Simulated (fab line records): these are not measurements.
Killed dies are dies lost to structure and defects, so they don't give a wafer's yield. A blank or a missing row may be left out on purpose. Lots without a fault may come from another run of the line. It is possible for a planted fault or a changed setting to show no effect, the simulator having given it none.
What tool caused it? ; flow sky130 ; Sampling: 15 lots, 45 wafers, 2 of 708 route steps

WHAT THE GAUGES READ, wafer by wafer
SKY_VIA3_RS_MEAS_22: a four-point-probe measurement. Usual: for VIA3_W_RS the level is 0.295 ohm/sq and the standard deviation is 0.0034.
lot;measured;on;VIA3_W_RS (ohm/sq);flag
L707;day 39 17:21;film metro-01;0.297 0.296 0.297;
L710;day 40 11:02;film metro-01;0.301 0.301 0.301;
L713;day 42 09:15;film metro-01;0.297 0.299 0.293;
L714;day 42 10:52;film metro-02;0.296 0.295 0.293;
L716;day 42 13:25;film metro-01;0.296 0.291 0.294;
L719;day 43 04:16;film metro-01;0.297 0.293 0.293;
L721;day 43 18:15;film metro-01;0.295 0.293 0.294;
L722;day 43 19:05;film metro-01;0.293 0.298 0.293;
L724;day 44 07:30;film metro-02;0.294 0.301 0.303;
L725;day 44 19:27;film metro-01;0.298 0.294 0.296;
L726;day 44 23:22;film metro-01;0.294 0.290 0.293;
L727;day 45 03:33;film metro-04;0.287 0.297 0.298;
L728;day 45 11:35;film metro-02;0.298 0.292 0.296;
L729;day 45 16:58;film metro-01;0.291 0.291 0.292;
L730;day 45 20:46;film metro-04;0.294 0.296 0.296;

SKY_VIA3_THK_MEAS_23: measures by xrf. Usual: for VIA3_W_THK the level is 388 nm and the standard deviation is 5.1.
lot;measured;on;VIA3_W_THK (nm);flag
L707;day 39 17:28;film metro-01;383 389 387;
L710;day 40 11:07;film metro-01;376 378 378;
L713;day 42 09:22;film metro-01;384 381 389;
L714;day 42 10:59;film metro-02;389 392 393;
L716;day 42 13:32;film metro-01;387 391 388;
L719;day 43 04:23;film metro-01;391 393 393;
L721;day 43 18:22;film metro-01;391 395 389;
L722;day 43 19:12;film metro-01;391 387 394;
L724;day 44 07:36;film metro-02;393 384 384;
L725;day 44 19:34;film metro-01;382 387 387;
L726;day 44 23:29;film metro-01;388 393 388;
L727;day 45 03:40;film metro-04;392 381 378;
L728;day 45 11:42;film metro-02;386 396 390;
L729;day 45 17:04;film metro-01;390 392 392;
L730;day 45 20:53;film metro-04;382 382 381;

WHAT TOOL EACH LOT RAN ON (gives the tool, then ch and the chambers of the sampled wafers, and finally the start)
Record: no process step prior to these readings.

AS READ BY THE TOOLS THEMSELVES (means over the sampled wafers that have a number; for cases with no such wafer, the mark the record gives instead)
The record holds no such reading with a usual standard deviation.

THE ANSWER, worked out from the rows above alone
Rule: lot off if the mean of its wafers having a number is beyond 3 standard deviations from the usual mean. Also off: a lot with no number at a reading for which 4 or more lots have one. Where the step has rows for the other lots, those lots are counted as sound. After the gauges, taken in route order, come the tools' own readings; for these a lot's mean is taken, as printed above. The first step at which some lot is off is used, and at that step the reading that is off furthest; a lot without a number counts as furthest.
No lot is off at any reading shown: from this, nothing can be told.

WHAT HAD BEEN PUT IN BY THE SIMULATOR
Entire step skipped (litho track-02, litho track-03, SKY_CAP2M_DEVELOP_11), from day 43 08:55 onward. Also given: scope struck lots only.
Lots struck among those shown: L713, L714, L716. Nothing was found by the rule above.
